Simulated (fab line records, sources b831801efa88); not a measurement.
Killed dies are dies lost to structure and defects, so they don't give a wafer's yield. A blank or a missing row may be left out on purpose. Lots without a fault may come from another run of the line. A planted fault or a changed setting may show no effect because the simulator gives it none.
Which tool did it? | flow sky130 | 13 lots, 39 wafers sampled, at 4 steps of a route of 708

WHAT THE GAUGES READ, wafer by wafer
SKY_CAP2M_THK_MEAS_04: measures by xrf.
lot  | measured     | on            | CAP2M_TIN_THK (nm)
L777 | day 38 22:17 | film_metro-03 | 199.6 199.6 200.0
L778 | day 39 10:37 | film_metro-03 | 203.7 204.1 204.2
L779 | day 39 18:16 | film_metro-02 | 199.2 201.3 200.7
L780 | day 40 05:02 | film_metro-04 | 199.7 202.2 201.3
L781 | day 40 19:49 | film_metro-03 | 202.1 202.6 205.0
L783 | day 41 13:44 | film_metro-04 | 198.6 200.9 203.0
L784 | day 41 20:51 | film_metro-03 | 202.1 200.8 200.7
L787 | day 42 12:22 | film_metro-02 | 198.4 205.4 201.3
L788 | day 42 15:08 | film_metro-02 | 201.6 202.5 203.2
L790 | day 43 05:53 | film_metro-02 | 201.0 204.5 203.9
L792 | day 44 16:39 | film_metro-03 | 208.0 207.3 207.3
L796 | day 45 01:09 | film_metro-04 | 203.1 200.8 203.4
L799 | day 46 06:26 | film_metro-04 | 205.2 200.1 202.4

SKY_METAL4_OVL_MEAS_14.
lot  | measured     | on         | METAL4_OVL (nm)
L777 | day 41 00:02 | overlay-02 | -1 -1 -5
L778 | day 41 10:50 | overlay-01 | 12 15 13
L779 | day 41 18:45 | overlay-01 | 1 3 0
L780 | day 42 04:57 | overlay-01 | -1 -8 -3
L781 | day 42 18:44 | overlay-02 | -6 -11 -9
L783 | day 43 11:51 | overlay-02 | 6 5 1
L784 | day 43 19:23 | overlay-02 | -2 -1 -9
L787 | day 44 09:40 | overlay-02 | -6 -11 1
L788 | day 44 13:39 | overlay-01 | 4 -5 4
L790 | day 45 00:45 | overlay-02 | 11 10 11
L792 | day 46 11:07 | overlay-01 | 0 2 4
L796 | day 46 18:52 | overlay-02 | 10 7 2
L799 | day 47 21:59 | overlay-01 | 3 5 4

WHICH TOOL RAN EACH LOT (tool, then ch and the chambers of the sampled wafers, then the start)
lot  | SKY_VIA1_HDPCVD_00               | SKY_METAL4_SPUTTER_01
L777 | hdpcvd-02 ch 0,2, day 31 23:56   | pvd_sputter-03, day 38 21:50
L778 | hdpcvd-01 ch 0,1,2, day 32 12:39 | pvd_sputter-01, day 39 10:08
L779 | hdpcvd-01 ch 0,2, day 32 21:37   | pvd_sputter-04, day 39 17:48
L780 | hdpcvd-02 ch 0,2, day 33 09:43   | pvd_sputter-01, day 40 04:35
L781 | hdpcvd-01 ch 0,1,2, day 34 00:53 | pvd_sputter-01, day 40 19:22
L783 | hdpcvd-01 ch 1,2, day 34 20:20   | pvd_sputter-03, day 41 13:17
L784 | hdpcvd-02 ch 0,1, day 34 23:51   | pvd_sputter-04, day 41 20:25
L787 | hdpcvd-02 ch 0,1,2, day 35 20:47 | pvd_sputter-03, day 42 11:55
L788 | hdpcvd-02 ch 0,1, day 36 01:19   | pvd_sputter-01, day 42 14:41
L790 | hdpcvd-02 ch 1,2, day 36 19:49   | pvd_sputter-03, day 43 05:25
L792 | hdpcvd-02 ch 0,2, day 38 09:37   | pvd_sputter-04, day 44 16:11
L796 | hdpcvd-02 ch 0,1,2, day 38 19:40 | pvd_sputter-03, day 45 00:43
L799 | hdpcvd-01 ch 0,2, day 40 05:02   | pvd_sputter-01, day 46 06:00
- SKY_VIA1_HDPCVD_00: deposits SiO2, target thk 1030 nm, time 171.7 s.
- SKY_METAL4_SPUTTER_01: material TiN, target thk 20 nm, time 16.7 s.

WHAT THE TOOLS THEMSELVES READ (means of the sampled wafers that have a number; where no wafer has one, the mark that the record gives instead)
SKY_METAL4_SPUTTER_01.
lot  | tool           | throttle_valve_pct (%)
L777 | pvd_sputter-03 | 29.8
L778 | pvd_sputter-01 | 30.1
L779 | pvd_sputter-04 | 31.3
L780 | pvd_sputter-01 | 30.3
L781 | pvd_sputter-01 | 30.2
L783 | pvd_sputter-03 | 29.8
L784 | pvd_sputter-04 | 30.2
L787 | pvd_sputter-03 | 30.7
L788 | pvd_sputter-01 | 30.6
L790 | pvd_sputter-03 | 28.8
L792 | pvd_sputter-04 | 31.1
L796 | pvd_sputter-03 | 30.6
L799 | pvd_sputter-01 | 30.3

THE ANSWER, worked out from the rows above alone
Rule: what is usual is taken from the lots themselves. Put in order of their means at a reading, lots are off if they are a third of the lots or fewer, leave a main group of 4 or more, and stand apart from it by a gap of 3 or more times the standard deviation of the main group's means; of several such gaps the widest counts. A main group whose means are all the same, to the digits that the tables above print for the reading, isn't used. A lot without any number at a reading at which 4 lots or more have one is off too. The other lots that the step has rows for count as sound. The gauges are gone through in route order, then the tools' own readings, and for those a lot's mean is taken as printed above. The first step at which some lot is off is used, and at that step the reading that is off furthest; a lot without a number counts as furthest.
No lot is off at any reading shown: from this, nothing can be told.

WHAT THE SIMULATOR HAD PUT IN
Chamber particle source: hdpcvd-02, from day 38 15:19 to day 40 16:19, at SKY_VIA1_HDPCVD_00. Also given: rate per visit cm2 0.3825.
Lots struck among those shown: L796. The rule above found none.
